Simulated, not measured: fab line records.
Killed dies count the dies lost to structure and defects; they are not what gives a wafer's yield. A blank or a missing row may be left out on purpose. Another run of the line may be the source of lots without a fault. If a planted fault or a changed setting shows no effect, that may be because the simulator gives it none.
Matching of chambers | flow sky130 | SKY_VIA3_CMP_24 on cmp-02: 4 sister chambers
The step polishes, stops on SiO2, t overpolish 20 s, target thk 0 nm. 4 wafers are shown with their chamber, then 10 later ones without.

EACH WAFER AND ITS CHAMBER
wafer  | chamber | motorCurrentA (A)
L084.3 | 2       | 11.7
L084.5 | 3       | 10.7
L088.1 | 1       | 9.6
L088.4 | 0       | 10.5

WAFERS WITH NO CHAMBER GIVEN
wafer  | motorCurrentA (A)
L088.6 | 12.4
L090.1 | 11.4
L090.2 | 9.9
L090.6 | 10.0
L093.2 | 9.3
L093.3 | 10.4
L093.4 | 12.3
L097.1 | 9.9
L097.4 | 10.6
L097.6 | 9.4

WHICH CHAMBER EACH WENT THROUGH
wafer  | from the rows above          | in truth
L088.6 | 2                            | 2
L090.1 | can't be placed: 2 or 3 or 0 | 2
L090.2 | can't be placed: 1 or 0 or 3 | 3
L090.6 | can't be placed: 1 or 0 or 3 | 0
L093.2 | 1                            | 1
L093.3 | can't be placed: 0 or 3 or 1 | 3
L093.4 | 2                            | 2
L097.1 | can't be placed: 1 or 0 or 3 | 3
L097.4 | can't be placed: 0 or 3      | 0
L097.6 | 1                            | 1
Correct placement for 4 of the 10. From these rows, 6 cannot be placed; in 6 the true chamber is one of the candidates. Number placed wrongly: 0.
How it was worked out, from the rows above alone: a wafer's distance from a chamber is the root of the sum, over the readings, of the square of ((its reading less the chamber's mean) divided by the reading's scatter). If the next closest chamber is less than 2 further off than the closest, the wafer can't be placed; otherwise it belongs to the closest. The mean given for a chamber averages the wafers shown for that chamber. The scatter (one wafer shown for each chamber): square how far every hidden wafer sits from the nearest shown wafer, average those squares and take the square root.
